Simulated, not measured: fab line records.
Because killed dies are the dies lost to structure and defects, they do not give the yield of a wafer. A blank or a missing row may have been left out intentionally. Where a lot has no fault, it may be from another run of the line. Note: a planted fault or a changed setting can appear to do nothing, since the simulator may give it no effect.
The tool behind it: which one?    flow sky130    12 lots with 36 wafers sampled at 6 steps, on a route of 708 steps

WHAT THE GAUGES SHOWED, per wafer
SKY_SONOS_TUNNEL_OVL_MEAS_08.
lot   measured      on          SONOS_TUNNEL_OVL (nm)
L601  day 11 03:46  overlay-01  1.0 1.4 1.5
L603  day 12 02:55  overlay-01  0.4 1.1 2.7
L605  day 12 18:43  overlay-01  1.1 -0.3 0.0
L606  day 13 01:28  overlay-02  0.1 1.4 -0.5
L607  day 13 10:25  overlay-01  -0.9 1.1 -0.4
L615  day 15 19:43  overlay-02  -1.6 -2.2 -2.2
L616  day 16 07:08  overlay-02  0.3 -1.7 0.2
L619  day 17 04:06  overlay-02  2.5 0.3 0.1
L620  day 17 16:26  overlay-01  -0.6 -1.7 -1.3
L621  day 17 23:42  overlay-02  0.4 -0.7 0.0
L622  day 18 07:31  overlay-01  1.5 -1.6 0.0
L624  day 19 16:12  overlay-01  2.1 1.0 1.3

SKY_POLY_GATE_THK_MEAS_04.
lot   measured      on            POLY_GATE_CVD_03_THK (nm)
L601  day 14 23:08  filmMetro-02  74.0 73.6 74.1
L603  day 15 19:27  filmMetro-02  75.6 75.6 75.3
L605  day 16 18:09  filmMetro-02  75.4 75.0 74.7
L606  day 17 01:13  filmMetro-02  76.1 75.5 75.8
L607  day 17 14:04  filmMetro-02  75.6 75.2 75.1
L615  day 20 04:08  filmMetro-04  75.9 75.2 75.0
L616  day 20 14:46  filmMetro-01  75.5 75.2 75.8
L619  day 21 18:27  filmMetro-01  74.6 74.6 74.9
L620  day 22 02:20  filmMetro-01  74.8 75.3 74.7
L621  day 22 10:45  filmMetro-04  74.5 74.3 74.3
L622  day 22 23:26  filmMetro-04  73.5 73.7 73.3
L624  day 24 00:45  filmMetro-04  73.6 73.6 74.0

SKY_LDD_N_TW_MEAS_17.
lot   measured      on            LDD_N_TW
L601  day 17 12:23  filmMetro-04  2585 2566 2565
L603  day 18 09:56  filmMetro-04  2550 2553 2560
L605  day 19 12:55  filmMetro-01  2571 2604 2599
L606  day 19 19:32  filmMetro-03  2582 2596 2583
L607  day 20 06:44  filmMetro-01  2585 2595 2574
L615  day 22 20:39  filmMetro-03  2541 2533 2545
L616  day 23 07:59  filmMetro-03  2539 2549 2549
L619  day 24 10:20  filmMetro-03  2605 2597 2595
L620  day 24 18:02  filmMetro-01  2586 2589 2582
L621  day 25 01:46  filmMetro-03  2585 2572 2579
L622  day 25 14:20  filmMetro-01  2589 2577 2586
L624  day 26 17:19  filmMetro-04  2565 2569 2577

SKY_LDD_HVP_OVL_MEAS_07.
lot   measured      on          LDD_HVP_OVL (nm)
L601  day 21 09:23  overlay-02  -0.8 -0.5 -1.8
L603  day 22 08:05  overlay-01  -1.0 -2.1 -1.5
L605  day 23 09:47  overlay-01  -0.5 -1.3 -2.1
L606  day 23 15:48  overlay-02  -1.7 0.1 -2.1
L607  day 24 01:41  overlay-01  -2.6 -1.3 -2.1
L615  day 26 13:03  overlay-01  0.2 1.7 -0.4
L616  day 27 01:05  overlay-01  -2.1 -2.3 -3.9
L619  day 28 01:56  overlay-01  -2.0 -1.0 -4.1
L620  day 28 09:22  overlay-02  -1.2 -1.5 -1.1
L621  day 28 16:59  overlay-02  0.3 -1.0 -1.0
L622  day 29 04:12  overlay-01  -3.3 -3.0 -0.9
L624  day 30 07:14  overlay-01  -2.8 -1.9 -2.4

WHAT TOOL EACH LOT RAN ON (gives the tool, then ch and the chambers of the sampled wafers, and finally the start)
lot   SKY_LDD_N_IMPLANT_10             SKY_LDD_N_STRIP_16
L601  implanter-03 ch 0, day 17 11:24  plasmaAsher-02 ch 0,1, day 17 12:16
L603  implanter-02 ch 0, day 18 08:56  plasmaAsher-02 ch 0,1, day 18 09:50
L605  implanter-04 ch 0, day 19 11:55  plasmaAsher-04 ch 0,1, day 19 12:49
L606  implanter-03 ch 0, day 19 18:32  plasmaAsher-02 ch 0,1, day 19 19:25
L607  implanter-03 ch 0, day 20 05:46  plasmaAsher-04 ch 0,1, day 20 06:39
L615  implanter-04 ch 0, day 22 19:41  plasmaAsher-04 ch 0,1, day 22 20:34
L616  implanter-04 ch 0, day 23 07:01  plasmaAsher-01 ch 0,1, day 23 07:54
L619  implanter-02 ch 0, day 24 09:20  plasmaAsher-04 ch 0,1, day 24 10:14
L620  implanter-02 ch 0, day 24 17:04  plasmaAsher-02 ch 0,1, day 24 17:57
L621  implanter-02 ch 0, day 25 00:46  plasmaAsher-01 ch 0,1, day 25 01:40
L622  implanter-04 ch 0, day 25 13:22  plasmaAsher-04 ch 0,1, day 25 14:15
L624  implanter-04 ch 0, day 26 16:19  plasmaAsher-01 ch 0,1, day 26 17:13
- SKY_LDD_N_IMPLANT_10
- SKY_LDD_N_STRIP_16: strips in O2/N2.

AS READ BY THE TOOLS THEMSELVES (means over the sampled wafers that have a number; for cases with no such wafer, the mark the record gives instead)
SKY_LDD_N_IMPLANT_10.
lot   tool          doseIonsCm2  faradayCurrentUA
L601  implanter-03  7.502e+13    417
L603  implanter-02  7.496e+13    413
L605  implanter-04  7.494e+13    421
L606  implanter-03  7.505e+13    425
L607  implanter-03  7.510e+13    424
L615  implanter-04  5.358e+13    306
L616  implanter-04  5.353e+13    303
L619  implanter-02  7.509e+13    420
L620  implanter-02  7.500e+13    427
L621  implanter-02  7.496e+13    420
L622  implanter-04  7.507e+13    421
L624  implanter-04  7.497e+13    422

SKY_LDD_N_STRIP_16.
lot   tool            drypumpMotorCurrentA (A)  oesProductAu (a.u.)  stripTimeToEndpointS (s)
L601  plasmaAsher-02  5.6                       0.412                4.335
L603  plasmaAsher-02  5.7                       0.408                4.319
L605  plasmaAsher-04  6.3                       0.402                4.320
L606  plasmaAsher-02  5.8                       0.407                4.304
L607  plasmaAsher-04  5.8                       0.407                4.320
L615  plasmaAsher-04  6.2                       0.403                4.254
L616  plasmaAsher-01  5.8                       0.407                4.264
L619  plasmaAsher-04  5.8                       0.406                4.318
L620  plasmaAsher-02  5.6                       0.410                4.325
L621  plasmaAsher-01  5.7                       0.405                4.316
L622  plasmaAsher-04  5.8                       0.405                4.310
L624  plasmaAsher-01  5.7                       0.411                4.324

THE ANSWER, worked out from the rows above alone
Rule: usual is defined by the lots themselves. The widest of any qualifying gaps counts: lots, ordered by their means at a reading, are off when they make up no more than a third of the lots, leave a main group of 4 or more, and stand apart from it by 3 or more times the standard deviation of that group's means. Not used: any main group whose means are identical at the precision the tables above print for the reading. Also off: a lot with no number at a reading for which 4 or more lots have one. Where the step has rows for the other lots, those lots are counted as sound. After the gauges, taken in route order, come the tools' own readings; for these a lot's mean is taken, as printed above. At the first step where some lot is off, the reading lying furthest off is the one used; lots without a number count as furthest.
Off, at SKY_LDD_N_IMPLANT_10 on doseIonsCm2: L615, L616. Main group: mean 7.502e+13, sd 5.6e+10.
A tool fits if, at that step or a process step before it, it ran every lot that is off, and no sound lot after the first of them. No candidate that was tried fits.

WHAT WAS PUT IN BY THE SIMULATOR
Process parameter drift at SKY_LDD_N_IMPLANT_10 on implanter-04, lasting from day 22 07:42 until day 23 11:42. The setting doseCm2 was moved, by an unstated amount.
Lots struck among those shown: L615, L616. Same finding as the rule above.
